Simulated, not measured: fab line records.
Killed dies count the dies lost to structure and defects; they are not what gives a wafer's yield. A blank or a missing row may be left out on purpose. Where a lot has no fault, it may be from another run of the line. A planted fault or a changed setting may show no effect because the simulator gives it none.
A struck lot beside a sound one	flow gf180mcu	36 out of 602 route steps
Sound: the wafers L777.1, L777.2, L777.4. Struck: wafers L764.3, L764.6. (L764.1 of the same lot was not struck and is left out.) The cause comes at the end.
Each step with rows lists, per side, the tool, then ch with its chambers, then its first start. Under that, the readings that differ: sound wafers	struck wafers	difference of the means	sigmas: that difference in standard deviations of wafers without a fault.
alike: readings whose means differ by less than 2 such deviations, and words and numbers that are the same on both sides. not compared: withheld readings, readings that some wafer has no value for, bounds like >300 that may hide the same value, and numbers for which the record gives no deviation and whose values overlap.
The two part at a step that has a row with sigmas, a row that says differs or no value, or rows on one side only. When numbers do not overlap yet have no deviation, they are printed without sigmas and do not part them. A reading missing from all wafers of one side parts the sides only when that side holds two or more wafers.

first, 2 steps without rows for these wafers: GF_M4_PEB_12 (peb time 90 s); GF_M4_DEVELOP_13 (develop time 60 s).
GF_M4_CD_MEAS_14: target cd 280 nm.
  sound on cd sem-02, day 28 18:34; struck on cd sem-01, day 24 18:16
  alike: cd nm
GF_M4_OVL_MEAS_15:
  sound on overlay-02, day 28 18:41; struck on overlay-01, day 24 18:23
  alike: M4_OVL
then, 1 step without rows for these wafers: GF_M4_METAL_ETCH_16 (etches the open film in Cl2/BCl3, stops on SiO2, target depth 627.5 nm, time 104.6 s).
GF_M4_STRIP_17: strips in O2/N2.
  sound on plasma asher-04 ch 0,1, day 28 18:49; struck on plasma asher-03 ch 0,1, day 24 18:32
  alike: drypump motor current A, heater power w, o2 flow sccm, oes product au, strip time to endpoint s
  not compared: rf hours counter h
then, 3 steps without rows for these wafers: GF_M4_STRIP_18 (strips in post etch residue remover, time 1200 s); GF_M4_CLEAN_19 (cleans in DIW); GF_V4_CVD_00 (deposits SiO2, target thk 600 nm, time 100 s).
GF_V4_THK_MEAS_01:
  sound on film metro-03, day 28 19:28; struck on film metro-04, day 24 19:08
  alike: V4_CVD_00_THK
GF_V4_CVD_02: deposits SiO2 from TEOS, target thk 850 nm, time 94.851 s.
  sound on pecvd-04 ch 1,2, day 28 19:31; struck on pecvd-03 ch 0,2, day 24 19:11
  alike: heater power w, susceptor temp C
GF_V4_THK_MEAS_03:
  sound on film metro-04, day 28 19:35; struck on film metro-03, day 24 19:16
  alike: V4_CVD_02_THK
GF_V4_CMP_04: polishes SiO2.
  sound on cmp-01 ch 0,2,3, day 28 19:53; struck on cmp-01 ch 0, day 24 19:19
reading	sound	struck	difference	sigmas
time to endpoint s (s)	75 76 78	100 109	+28	+4
model.SiO2_of_V4_CVD_02.thk nm (nm)	632.1 631.6 632.1	568.6 563.5	-65.9	
  alike: motor current A
GF_V4_BOW_MEAS_05:
  sound on film metro-04, day 28 20:11; struck on film metro-03, day 24 19:55
reading	sound	struck	difference	sigmas
V4_BOW (um)	143 127 142	- -	no value on the struck wafers	
  not compared: hold
then, 7 steps without rows for these wafers: GF_V4_HMDS_07 (prime time 60 s); GF_V4_COAT_08; GF_V4_COAT_09 (resist thk 991.1 nm); GF_V4_SOFTBAKE_10 (time 60 s); GF_V4_EXPOSE_11 (exposes mask Via4, target cd 260 nm); GF_V4_PEB_12 (peb time 90 s); GF_V4_DEVELOP_13 (develop time 60 s).
GF_V4_CD_MEAS_14: target cd 260 nm.
  sound on cd sem-01, day 29 14:53; struck on cd sem-02, day 25 12:54
  alike: cd nm
GF_V4_OVL_MEAS_15:
  sound on overlay-02, day 29 15:01; struck on overlay-01, day 25 13:01
  alike: V4_OVL
GF_V4_ETCH_16: etches BARC in N2/H2.
  sound on rie diel-03 ch 0,1,3, day 29 15:03; struck on rie diel-02 ch 2, day 25 13:03
  alike: drypump motor current A, oes product au, throttle valve pct
GF_V4_ETCH_17: etches SiO2 in C4F8/O2/Ar, stops on TiN, target depth 630 nm.
  sound on rie diel-03 ch 0,1,3; struck on rie diel-02 ch 2
reading	sound	struck	difference	sigmas
oes product au (a.u.)	0.855 0.859 0.847	0.807 0.807	-0.047	-11
model.etch.depth nm (nm)	632.1 631.6 632.1	568.6 563.5	-65.9	
model.V4.feature depth nm (nm)	632.1 631.6 632.1	568.6 563.5	-65.9	
then, 3 steps without rows for these wafers: GF_V4_STRIP_18 (strips in O2/N2); GF_V4_STRIP_19 (strips in post etch residue remover, time 1200 s); GF_V4_CLEAN_20 (cleans in DIW).
GF_V4_SPUTTER_21: material Ti, target thk 15 nm, time 80.02 s.
  sound on pvd sputter-03, day 29 15:43; struck on pvd sputter-04, day 25 13:43
  alike: throttle valve pct
GF_V4_SPUTTER_22: material TiN, target thk 10 nm, time 40 s.
  sound on pvd sputter-03, day 29 15:46; struck on pvd sputter-04, day 25 13:47
  alike: throttle valve pct
then, 1 step without rows for these wafers: GF_V4_CVD_23 (deposits W, target thk 350 nm, time 104.9 s).
GF_V4_RS_MEAS_24: a four-point-probe measurement.
  sound on film metro-03, day 29 15:56; struck on film metro-03, day 25 13:56
  alike: V4_W_RS
GF_V4_THK_MEAS_25: measures by xrf.
  sound on film metro-03, day 29 16:03; struck on film metro-03, day 25 14:03
  alike: V4_W_THK
GF_V4_CMP_26: polishes, stops on SiO2, t overpolish 15 s, target thk 0 nm.
  sound on cmp-02 ch 1,2,3, day 29 16:07; struck on cmp-02 ch 3, day 25 14:10
reading	sound	struck	difference	sigmas
model.SiO2_of_V4_CVD_02.thk nm (nm)	628.3 627.8 628.3	564.8 559.7	-65.9	
  alike: motor current A
then, 1 step without rows for these wafers: GF_MIM_SPUTTER_00 (material Ti, target thk 37.5 nm, time 144.1 s).
GF_PASSIVATION_PROBE_99:
  sound wafers here have rows in the record (prober-02, day 33 11:25); struck ones have none

## WHERE THEY PART
Earliest at GF_V4_CMP_04; latest, in this record, at GF_PASSIVATION_PROBE_99.

WHY: the cause the simulator had injected
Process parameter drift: cmp-01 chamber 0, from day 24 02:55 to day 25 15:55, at GF_V4_CMP_04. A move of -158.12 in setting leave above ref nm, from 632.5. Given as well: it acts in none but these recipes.
